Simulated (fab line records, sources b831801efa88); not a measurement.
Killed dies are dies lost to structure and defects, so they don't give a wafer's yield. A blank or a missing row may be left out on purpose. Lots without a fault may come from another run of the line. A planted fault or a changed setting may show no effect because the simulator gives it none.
Which tool did it? | flow sky130 | 13 lots, 38 wafers sampled, at 2 steps of a route of 708

WHAT THE GAUGES READ, wafer by wafer
SKY_CAP2M_THK_MEAS_01.
lot  | measured     | on            | CAP2M_CVD_00_THK (nm)
L653 | day 39 17:19 | film_metro-04 | 15.12 15.78 15.91
L654 | day 39 20:34 | film_metro-03 | 15.63 15.91 15.59
L655 | day 40 02:34 | film_metro-01 | 15.50 15.22 15.61
L656 | day 40 12:44 | film_metro-01 | 15.32 15.22 15.15
L657 | day 40 20:26 | film_metro-01 | 15.43 14.91 15.43
L658 | day 41 07:09 | film_metro-03 | 15.14 15.35 15.69
L659 | day 41 10:21 | film_metro-03 | 15.09 15.55 15.57
L660 | day 41 20:27 | film_metro-01 | 15.88 15.60 15.75
L661 | day 42 04:34 | film_metro-03 | 15.80 15.74 15.57
L662 | day 42 06:20 | film_metro-03 | 15.58 15.67 15.84
L671 | day 44 17:36 | film_metro-04 | 15.20 14.30
L674 | day 45 16:11 | film_metro-03 | 15.43 15.64 15.44
L676 | day 46 22:29 | film_metro-04 | 15.40 14.81 15.44

WHICH TOOL RAN EACH LOT (tool, then ch and the chambers of the sampled wafers, then the start)
lot  | SKY_CAP2M_CVD_00
L653 | pecvd-04 ch 0,1,2, day 39 17:16
L654 | pecvd-02 ch 0,1, day 39 20:32
L655 | pecvd-04 ch 1,2, day 40 02:32
L656 | pecvd-01 ch 0,1, day 40 12:42
L657 | pecvd-01 ch 0,1,2, day 40 20:25
L658 | pecvd-01 ch 1,2, day 41 07:07
L659 | pecvd-01 ch 0,2, day 41 10:19
L660 | pecvd-04 ch 0,1, day 41 20:25
L661 | pecvd-04 ch 0,1,2, day 42 04:29
L662 | pecvd-02 ch 0,2, day 42 06:19
L671 | pecvd-04 ch 2, day 44 17:34
L674 | pecvd-02 ch 0,1,2, day 45 16:10
L676 | pecvd-01 ch 1,2, day 46 22:28
- SKY_CAP2M_CVD_00: deposits SiO2, target thk 15.5 nm.

WHAT THE TOOLS THEMSELVES READ (means of the sampled wafers that have a number; where no wafer has one, the mark that the record gives instead)
SKY_CAP2M_CVD_00.
lot  | tool     | heater_power_w (W) | susceptor_temp_C (C)
L653 | pecvd-04 | 708                | 400.04
L654 | pecvd-02 | 792                | 400.07
L655 | pecvd-04 | 767                | 399.98
L656 | pecvd-01 | 700                | 400.01
L657 | pecvd-01 | 686                | 399.87
L658 | pecvd-01 | 695                | 399.95
L659 | pecvd-01 | 657                | 400.00
L660 | pecvd-04 | 756                | 399.84
L661 | pecvd-04 | 766                | 399.75
L662 | pecvd-02 | 700                | 399.82
L671 | pecvd-04 | 827                | 399.94
L674 | pecvd-02 | 763                | 400.19
L676 | pecvd-01 | 762                | 399.93

THE ANSWER, worked out from the rows above alone
Rule: what is usual is taken from the lots themselves. Put in order of their means at a reading, lots are off if they are a third of the lots or fewer, leave a main group of 4 or more, and stand apart from it by a gap of 3 or more times the standard deviation of the main group's means; of several such gaps the widest counts. A main group whose means are all the same, to the digits that the tables above print for the reading, isn't used. A lot without any number at a reading at which 4 lots or more have one is off too. The other lots that the step has rows for count as sound. The gauges are gone through in route order, then the tools' own readings, and for those a lot's mean is taken as printed above. The first step at which some lot is off is used, and at that step the reading that is off furthest; a lot without a number counts as furthest.
No lot is off at any reading shown: from this, nothing can be told.

WHAT THE SIMULATOR HAD PUT IN
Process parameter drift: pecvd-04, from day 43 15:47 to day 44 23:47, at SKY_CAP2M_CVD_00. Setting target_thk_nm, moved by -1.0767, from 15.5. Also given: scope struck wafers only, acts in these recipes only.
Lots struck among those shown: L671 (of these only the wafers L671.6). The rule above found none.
